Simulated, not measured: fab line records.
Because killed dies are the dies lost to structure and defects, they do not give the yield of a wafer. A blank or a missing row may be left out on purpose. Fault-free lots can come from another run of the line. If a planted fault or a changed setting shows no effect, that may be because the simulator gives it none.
The same fault as seen by 2 desks	flow sky130	each desk has only its own numbers; what lay behind them comes last

FOR THE TOOL OWNER'S DESK: rie-diel-02
The tool's own readings at SKY_CONTACT_ETCH_16 (etches BARC in N2/H2, stops on SiO2, time 45.9 s, target depth 60 nm): means of the sampled wafers that have a number, for each lot that ran on this tool. A lot is out of limits, marked OUT, if its mean lies more than 4 standard deviations from the usual mean; the brackets give that distance.
Columns: A = drypump-motor-current-A at SKY_CONTACT_ETCH_16, usual 5.7 A; B = oes-product-au at SKY_CONTACT_ETCH_16, usual 0.855 a.u.; C = throttle-valve-pct at SKY_CONTACT_ETCH_16, usual 13.225 %
lot	first seen here	A	B	C
L166	day 33 14:02	6.1	0.852	13.228
L176	day 36 16:18	6.0	0.851	13.228
This desk's verdict: no lot among the 2 shows anything out of limits.

THE METROLOGY DESK
Means of the sampled wafers that have a number, per lot and without regard to the tool the lot ran on: this is what the gauges read. A lot is out of limits, marked OUT, if its mean lies more than 4 standard deviations from the usual mean; the brackets give that distance.
Columns: A = CONTACT_BOW at SKY_CONTACT_BOW_MEAS_05, usual 81 um; B = cd-nm at SKY_CONTACT_CD_MEAS_14, usual 170.1 nm; C = CONTACT_OVL at SKY_CONTACT_OVL_MEAS_15, usual -2 nm
lot	first seen here	A	B	C
L162	day 31 00:56	84	168.7	-2
L166	day 32 12:05	92	170.1	5
L176	day 35 14:31	78	173.4	7
L179	day 36 16:42	76	170.2	-2
L183	day 37 08:56	80	169.9	2
This desk's verdict: no lot among the 5 shows anything out of limits.

PUT TOGETHER
The tool owner's desk saw nothing out of limits.
At the metrology desk, nothing out of limits was observed.

WHAT WAS PUT IN BY THE SIMULATOR
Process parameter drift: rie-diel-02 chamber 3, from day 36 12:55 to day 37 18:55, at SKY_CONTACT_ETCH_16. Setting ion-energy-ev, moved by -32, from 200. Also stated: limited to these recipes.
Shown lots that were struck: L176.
